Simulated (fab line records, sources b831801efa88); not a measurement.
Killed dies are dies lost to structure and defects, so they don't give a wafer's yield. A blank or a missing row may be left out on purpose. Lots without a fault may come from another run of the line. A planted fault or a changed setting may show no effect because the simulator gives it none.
Which tool did it? | flow sky130 | 13 lots, 39 wafers sampled, at 4 steps of a route of 708

WHAT THE GAUGES READ, wafer by wafer
SKY_VIA2_BOW_MEAS_03.
lot  | measured     | on            | VIA2_BOW (um)
L618 | day 35 01:31 | film_metro-02 | 83 87 85
L621 | day 35 15:13 | film_metro-04 | 91 83 82
L622 | day 36 05:38 | film_metro-02 | 77 78 81
L623 | day 36 14:36 | film_metro-04 | 79 79 79
L625 | day 36 21:52 | film_metro-04 | 89 80 85
L627 | day 37 21:39 | film_metro-03 | 93 73 74
L634 | day 40 14:44 | film_metro-02 | 82 81 82
L636 | day 41 07:29 | film_metro-02 | 96 94 88
L637 | day 41 09:04 | film_metro-02 | 71 90 90
L638 | day 41 14:11 | film_metro-02 | 83 82 90
L639 | day 41 14:41 | film_metro-04 | 89 90 95
L640 | day 42 01:35 | film_metro-02 | 96 99 79
L641 | day 42 06:08 | film_metro-02 | 95 92 85

SKY_VIA3_CD_MEAS_12: target cd 200 nm.
lot  | measured     | on        | cd_nm (nm)
L618 | day 39 13:56 | cd_sem-02 | 197.8 196.1 196.8
L621 | day 40 01:40 | cd_sem-02 | 199.5 201.4 202.2
L622 | day 40 14:37 | cd_sem-02 | 201.2 200.6 200.6
L623 | day 41 00:43 | cd_sem-02 | 200.4 199.6 200.4
L625 | day 41 06:55 | cd_sem-02 | 198.6 200.4 200.9
L627 | day 42 03:35 | cd_sem-02 | 200.7 201.9 201.2
L634 | day 44 13:12 | cd_sem-02 | 200.0 200.8 201.7
L636 | day 45 05:32 | cd_sem-02 | 198.3 197.7 199.4
L637 | day 45 07:30 | cd_sem-02 | 201.0 199.7 200.0
L638 | day 45 11:55 | cd_sem-02 | 199.1 199.3 197.7
L639 | day 45 11:32 | cd_sem-01 | 201.4 200.0 199.0
L640 | day 45 21:55 | cd_sem-01 | 201.8 202.4 201.6
L641 | day 46 02:39 | cd_sem-01 | 199.0 199.6 200.6

SKY_METAL5_RS_MEAS_05: measures by four-point-probe.
lot  | measured     | on            | METAL5_ALCU_RS (ohm/sq)
L618 | day 42 19:26 | film_metro-04 | 0.02723 0.02702 0.02704
L621 | day 43 06:08 | film_metro-01 | 0.02747 0.02733 0.02735
L622 | day 43 18:38 | film_metro-01 | 0.02756 0.02693 0.0275
L623 | day 44 04:10 | film_metro-01 | 0.02763 0.02727 0.02759
L625 | day 44 09:14 | film_metro-01 | 0.02769 0.02763 0.0279
L627 | day 45 05:15 | film_metro-01 | 0.02702 0.02691 0.02699
L634 | day 47 07:58 | film_metro-01 | 0.02698 0.02697 0.02705
L636 | day 48 00:14 | film_metro-02 | 0.02746 0.02687 0.02739
L637 | day 48 00:32 | film_metro-04 | 0.02703 0.02728 0.02748
L638 | day 48 04:35 | film_metro-01 | 0.02737 0.02679 0.02737
L639 | day 48 05:06 | film_metro-04 | 0.0271 0.02708 0.02724
L640 | day 48 13:54 | film_metro-02 | 0.02693 0.02748 0.027
L641 | day 48 19:34 | film_metro-02 | 0.02694 0.02731 0.02666

WHICH TOOL RAN EACH LOT (tool, then ch and the chambers of the sampled wafers, then the start)
lot  | SKY_VIA1_HDPCVD_00
L618 | hdpcvd-01 ch 0,1, day 32 16:10
L621 | hdpcvd-01 ch 0,2, day 33 05:40
L622 | hdpcvd-01 ch 0,1,2, day 33 20:02
L623 | hdpcvd-02 ch 0,1, day 34 06:03
L625 | hdpcvd-02 ch 0,1,2, day 34 13:35
L627 | hdpcvd-01 ch 0,1, day 35 14:22
L634 | hdpcvd-02 ch 0,2, day 38 09:22
L636 | hdpcvd-02 ch 0,1,2, day 39 03:09
L637 | hdpcvd-02 ch 0,1, day 39 04:25
L638 | hdpcvd-02 ch 0,2, day 39 09:37
L639 | hdpcvd-01 ch 0,1, day 39 11:51
L640 | hdpcvd-01 ch 1,2, day 39 21:29
L641 | hdpcvd-02 ch 0,1,2, day 40 02:25
- SKY_VIA1_HDPCVD_00: deposits SiO2, target thk 1030 nm, time 171.7 s.

WHAT THE TOOLS THEMSELVES READ (means of the sampled wafers that have a number; where no wafer has one, the mark that the record gives instead)
The record holds no such reading with a usual standard deviation.

THE ANSWER, worked out from the rows above alone
Rule: what is usual is taken from the lots themselves. Put in order of their means at a reading, lots are off if they are a third of the lots or fewer, leave a main group of 4 or more, and stand apart from it by a gap of 3 or more times the standard deviation of the main group's means; of several such gaps the widest counts. A main group whose means are all the same, to the digits that the tables above print for the reading, isn't used. A lot without any number at a reading at which 4 lots or more have one is off too. The other lots that the step has rows for count as sound. The gauges are gone through in route order, then the tools' own readings, and for those a lot's mean is taken as printed above. The first step at which some lot is off is used, and at that step the reading that is off furthest; a lot without a number counts as furthest.
No lot is off at any reading shown: from this, nothing can be told.

WHAT THE SIMULATOR HAD PUT IN
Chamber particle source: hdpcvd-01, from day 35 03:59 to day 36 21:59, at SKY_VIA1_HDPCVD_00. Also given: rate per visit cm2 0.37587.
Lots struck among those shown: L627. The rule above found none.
